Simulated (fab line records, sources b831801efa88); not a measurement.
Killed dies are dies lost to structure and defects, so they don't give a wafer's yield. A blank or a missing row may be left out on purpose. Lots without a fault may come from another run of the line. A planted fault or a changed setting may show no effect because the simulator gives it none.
One fault seen from 2 desks | flow sky130 | each desk has only its own numbers; what lay behind them comes last

THE METROLOGY DESK
What the gauges read, lot by lot, whatever tool the lot ran on: means of the sampled wafers that have a number. A lot is out of limits, marked OUT, if its mean lies more than 4 standard deviations from the usual mean; the brackets give that distance.
Columns: A = NWELL_2_TW at SKY_NWELL_TW_MEAS_26, usual 495.2
lot  | first seen here | A
L180 | day 5 09:58     | 498.3
L182 | day 6 13:25     | 497.0
L183 | day 7 01:29     | 513.4 (+6.3) OUT
L184 | day 7 10:53     | 513.8 (+6.4) OUT
L186 | day 7 17:59     | 513.6 (+6.4) OUT
L190 | day 8 00:41     | 494.3
L195 | day 9 12:40     | 498.0
L196 | day 9 17:46     | 490.4
L198 | day 10 05:10    | 492.5
L200 | day 10 23:54    | 498.7
L202 | day 11 05:27    | 490.9
This desk's finding: out of limits on L183, L184, L186; first on L183, day 7 01:29 (NWELL_2_TW at SKY_NWELL_TW_MEAS_26). In limits: L180, L182, L190, L195, L196, L198, L200, L202.

THE TOOL OWNER'S DESK: implanter-02
The tool's own readings at SKY_NWELL_IMPLANT_24: means of the sampled wafers that have a number, for each lot that ran on this tool. A lot is out of limits, marked OUT, if its mean lies more than 4 standard deviations from the usual mean; the brackets give that distance.
Columns: A = dose_ions_cm2 at SKY_NWELL_IMPLANT_24, usual 9.2e+12; B = end_station_pressure_torr at SKY_NWELL_IMPLANT_24, usual 5.04e-06 Torr; C = faraday_current_uA at SKY_NWELL_IMPLANT_24, usual 52.0
lot  | first seen here | A                         | B        | C
L180 | day 5 09:43     | 9.2e+12                   | 5.32e-06 | 51.5
L182 | day 6 13:10     | 9.2e+12                   | 4.84e-06 | 51.5
L183 | day 7 01:15     | 1.0e+13 (+99 or more) OUT | 5.42e-06 | 57.6 (+5.9) OUT
L184 | day 7 10:39     | 1.0e+13 (+99 or more) OUT | 5.42e-06 | 57.4 (+5.7) OUT
L186 | day 7 17:46     | 1.0e+13 (+99 or more) OUT | 4.93e-06 | 57.4 (+5.7) OUT
L200 | day 10 23:42    | 9.2e+12                   | 4.79e-06 | 51.1
This desk's finding: out of limits on L183, L184, L186; first on L183, day 7 01:15 (dose_ions_cm2 at SKY_NWELL_IMPLANT_24). In limits: L180, L182, L200.

PUT TOGETHER
The tool owner's desk could have raised an alarm at day 7 01:15, on L183, L184, L186.
The metrology desk could have raised an alarm at day 7 01:29, on L183, L184, L186.
Of the lots named, all ran SKY_NWELL_IMPLANT_24 on implanter-02.

WHAT THE SIMULATOR HAD PUT IN
Process parameter drift: implanter-02, from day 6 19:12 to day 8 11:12, at SKY_NWELL_IMPLANT_24. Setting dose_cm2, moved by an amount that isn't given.
Lots struck among those shown: L183, L184, L186.
Hours from the fault's start to each desk's first reading out of limits: the tool owner's desk, 6; the metrology desk, 6.
